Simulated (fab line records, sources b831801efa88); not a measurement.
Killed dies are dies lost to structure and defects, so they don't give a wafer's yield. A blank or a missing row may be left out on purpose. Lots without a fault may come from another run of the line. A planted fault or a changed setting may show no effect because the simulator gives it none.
Which tool did it? | flow gf180mcu | 12 lots, 36 wafers sampled, at 6 steps of a route of 602

WHAT THE GAUGES READ, wafer by wafer
GF_HV_LDD_TW_MEAS_11.
lot  | measured     | on            | HV_LDD_TW
L728 | day 10 06:26 | film_metro-02 | 2463 2456 2462
L729 | day 10 12:24 | film_metro-02 | 2461 2454 2453
L730 | day 10 19:32 | film_metro-04 | 2382 2369 2368
L731 | day 10 23:40 | film_metro-02 | 2447 2456 2452
L734 | day 12 00:46 | film_metro-02 | 2450 2452 2466
L735 | day 12 05:51 | film_metro-04 | 2369 2385 2374
L736 | day 12 12:05 | film_metro-02 | 2458 2455 2465
L737 | day 12 16:46 | film_metro-04 | 2378 2367 2377
L745 | day 15 08:55 | film_metro-03 | 2333 2341 2330
L746 | day 15 14:07 | film_metro-04 | 2256 2262 2259
L749 | day 16 10:08 | film_metro-04 | 2380 2384 2391
L751 | day 17 08:54 | film_metro-04 | 2370 2379 2369

GF_HV_LDD_RS_MEAS_53: measures by four-point-probe.
lot  | measured     | on            | HV_LDD_RS (ohm/sq)
L728 | day 12 16:10 | film_metro-03 | 418.3 417.7 417.9
L729 | day 12 22:56 | film_metro-03 | 419.8 418.4 420.4
L730 | day 13 06:58 | film_metro-04 | 417.6 417.9 418.9
L731 | day 13 10:59 | film_metro-03 | 419.0 419.8 419.7
L734 | day 14 14:57 | film_metro-03 | 417.8 418.8 417.8
L735 | day 14 20:14 | film_metro-04 | 419.1 418.0 419.2
L736 | day 15 02:16 | film_metro-03 | 418.0 417.6 417.7
L737 | day 15 07:11 | film_metro-02 | 417.5 418.2 419.1
L745 | day 18 04:52 | film_metro-03 | 450.8 450.0 450.5
L746 | day 18 11:10 | film_metro-04 | 450.2 450.4 450.8
L749 | day 19 09:48 | film_metro-02 | 418.9 418.0 418.3
L751 | day 20 10:02 | film_metro-04 | 418.4 418.8 419.8

GF_M4_RS_MEAS_05: measures by four-point-probe.
lot  | measured     | on            | M4_ALCU_RS (ohm/sq)
L728 | day 22 19:49 | film_metro-01 | 0.0680 0.0686 0.0675
L729 | day 23 05:11 | film_metro-03 | 0.0689 0.0690 0.0689
L730 | day 23 13:09 | film_metro-04 | 0.0691 0.0688 0.0692
L731 | day 23 14:11 | film_metro-04 | 0.0688 0.0696 0.0696
L734 | day 24 21:25 | film_metro-04 | 0.0692 0.0692 0.0701
L735 | day 25 05:09 | film_metro-01 | 0.0690 0.0710 0.0693
L736 | day 25 09:57 | film_metro-01 | 0.0686 0.0693 0.0687
L737 | day 25 13:54 | film_metro-04 | 0.0690 0.0695 0.0690
L745 | day 28 05:43 | film_metro-04 | 0.0714 0.0702 0.0694
L746 | day 28 11:52 | film_metro-04 | 0.0695 0.0688 0.0702
L749 | day 29 05:10 | film_metro-01 | 0.0701 0.0703 0.0711
L751 | day 30 01:28 | film_metro-03 | 0.0688 0.0687 0.0690

WHICH TOOL RAN EACH LOT (tool, then ch and the chambers of the sampled wafers, then the start)
lot  | GF_HV_LDD_IMPLANT_09            | GF_V3_CMP_04                  | GF_M4_SPUTTER_03
L728 | implanter-04 ch 0, day 10 06:11 | cmp-01 ch 0,2,3, day 21 18:10 | pvd_sputter-01, day 22 19:45
L729 | implanter-03 ch 0, day 10 12:10 | cmp-02 ch 0,1,3, day 22 03:16 | pvd_sputter-04, day 23 05:06
L730 | implanter-04 ch 0, day 10 19:17 | cmp-01 ch 0,2, day 22 12:04   | pvd_sputter-01, day 23 13:05
L731 | implanter-04 ch 0, day 10 23:25 | cmp-02 ch 0,1,3, day 22 13:22 | pvd_sputter-04, day 23 14:07
L734 | implanter-02 ch 0, day 12 00:32 | cmp-02 ch 0,1,2, day 23 21:38 | pvd_sputter-01, day 24 21:19
L735 | implanter-04 ch 0, day 12 05:37 | cmp-01 ch 1,2, day 24 04:28   | pvd_sputter-04, day 25 05:04
L736 | implanter-04 ch 0, day 12 11:50 | cmp-01 ch 0,2, day 24 10:01   | pvd_sputter-01, day 25 09:53
L737 | implanter-04 ch 0, day 12 16:34 | cmp-01 ch 1,2, day 24 13:27   | pvd_sputter-01, day 25 13:47
L745 | implanter-02 ch 0, day 15 08:41 | cmp-02 ch 0,2,3, day 27 08:02 | pvd_sputter-04, day 28 05:37
L746 | implanter-02 ch 0, day 15 13:52 | cmp-01 ch 0,1,2, day 27 14:08 | pvd_sputter-04, day 28 11:48
L749 | implanter-04 ch 0, day 16 09:55 | cmp-01 ch 0,3, day 28 07:34   | pvd_sputter-04, day 29 05:05
L751 | implanter-03 ch 0, day 17 08:40 | cmp-01 ch 0,2,3, day 29 03:53 | pvd_sputter-01, day 30 01:23
- GF_HV_LDD_IMPLANT_09
- GF_V3_CMP_04: polishes SiO2.
- GF_M4_SPUTTER_03: material Ti, target thk 10 nm, time 6.7 s.

WHAT THE TOOLS THEMSELVES READ (means of the sampled wafers that have a number; where no wafer has one, the mark that the record gives instead)
GF_HV_LDD_IMPLANT_09.
lot  | tool         | beam_energy_keV | dose_ions_cm2 | faraday_current_uA
L728 | implanter-04 | 39.984          | 1.0018e+14    | 569
L729 | implanter-03 | 39.991          | 1.0010e+14    | 555
L730 | implanter-04 | 40.002          | 9.9967e+13    | 559
L731 | implanter-04 | 40.005          | 1.0002e+14    | 573
L734 | implanter-02 | 40.012          | 1.0001e+14    | 557
L735 | implanter-04 | 40.020          | 9.9893e+13    | 563
L736 | implanter-04 | 40.020          | 9.9953e+13    | 555
L737 | implanter-04 | 40.019          | 1.0008e+14    | 560
L745 | implanter-02 | 40.013          | 8.4590e+13    | 473
L746 | implanter-02 | 39.994          | 8.4650e+13    | 480
L749 | implanter-04 | 40.010          | 1.0011e+14    | 571
L751 | implanter-03 | 39.993          | 9.9970e+13    | 562

GF_V3_CMP_04.
lot  | tool   | edge_zone_pressure_frac | motor_current_A (A) | slurry_flow_ml_min | time_to_endpoint_s (s)
L728 | cmp-01 | 1.001                   | 10.8                | 149.8              | 84
L729 | cmp-02 | 0.999                   | 12.0                | 149.9              | 78
L730 | cmp-01 | 0.999                   | 11.2                | 149.8              | 89
L731 | cmp-02 | 1.001                   | 11.9                | 150.1              | 73
L734 | cmp-02 | 0.999                   | 12.7                | 149.6              | 77
L735 | cmp-01 | 1.000                   | 11.4                | 150.1              | 90
L736 | cmp-01 | 0.998                   | 11.0                | 150.2              | 91
L737 | cmp-01 | 1.004                   | 11.1                | 150.5              | 82
L745 | cmp-02 | 1.001                   | 12.7                | 149.8              | 77
L746 | cmp-01 | 1.001                   | 11.3                | 149.8              | 88
L749 | cmp-01 | 1.004                   | 10.3                | 150.4              | 73
L751 | cmp-01 | 1.000                   | 10.8                | 149.8              | 87

GF_M4_SPUTTER_03.
lot  | tool           | cathode_dc_power_W (W) | throttle_valve_pct (%)
L728 | pvd_sputter-01 | 2999.9                 | 30.3
L729 | pvd_sputter-04 | 2999.6                 | 30.2
L730 | pvd_sputter-01 | 3000.5                 | 29.8
L731 | pvd_sputter-04 | 2999.4                 | 30.1
L734 | pvd_sputter-01 | 2999.5                 | 29.7
L735 | pvd_sputter-04 | 2999.9                 | 30.9
L736 | pvd_sputter-01 | 2999.6                 | 29.7
L737 | pvd_sputter-01 | 3000.2                 | 28.3
L745 | pvd_sputter-04 | 2999.6                 | 30.7
L746 | pvd_sputter-04 | 2999.5                 | 30.3
L749 | pvd_sputter-04 | 2999.4                 | 30.1
L751 | pvd_sputter-01 | 2999.8                 | 29.6

THE ANSWER, worked out from the rows above alone
Rule: what is usual is taken from the lots themselves. Put in order of their means at a reading, lots are off if they are a third of the lots or fewer, leave a main group of 4 or more, and stand apart from it by a gap of 3 or more times the standard deviation of the main group's means; of several such gaps the widest counts. A main group whose means are all the same, to the digits that the tables above print for the reading, isn't used. A lot without any number at a reading at which 4 lots or more have one is off too. The other lots that the step has rows for count as sound. The gauges are gone through in route order, then the tools' own readings, and for those a lot's mean is taken as printed above. The first step at which some lot is off is used, and at that step the reading that is off furthest; a lot without a number counts as furthest.
Off: L745, L746, at GF_HV_LDD_RS_MEAS_53 (HV_LDD_RS). The main group: mean 418.5 ohm/sq, standard deviation 0.59.
A tool fits if, at a process step before that reading, it ran every lot that is off, and no sound lot after the first of them. The gauges at GF_HV_LDD_RS_MEAS_53 aren't tried: what is off there is off at GF_HV_LDD_IMPLANT_09 too, on other tools, and a gauge's error can't cause that. One fits: implanter-02 at GF_HV_LDD_IMPLANT_09. Its last sound lot is L734 (day 12 00:32), its first lot that is off L745 (day 15 08:41): a fault that began between those two fits.
The tool's own readings at GF_HV_LDD_IMPLANT_09 bear it out: on the lots that are off they differ by more than 5 times the standard deviation of the sound lots' means. dose_ions_cm2 reads 8.4620e+13 there against 1.0003e+14 on the sound lots; faraday_current_uA reads 476 there against 562 on the sound lots.

WHAT THE SIMULATOR HAD PUT IN
Process parameter drift: implanter-02, from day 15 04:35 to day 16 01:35, at GF_HV_LDD_IMPLANT_09. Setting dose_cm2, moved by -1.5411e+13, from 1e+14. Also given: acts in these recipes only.
Lots struck among those shown: L745, L746. The rule above found the same.
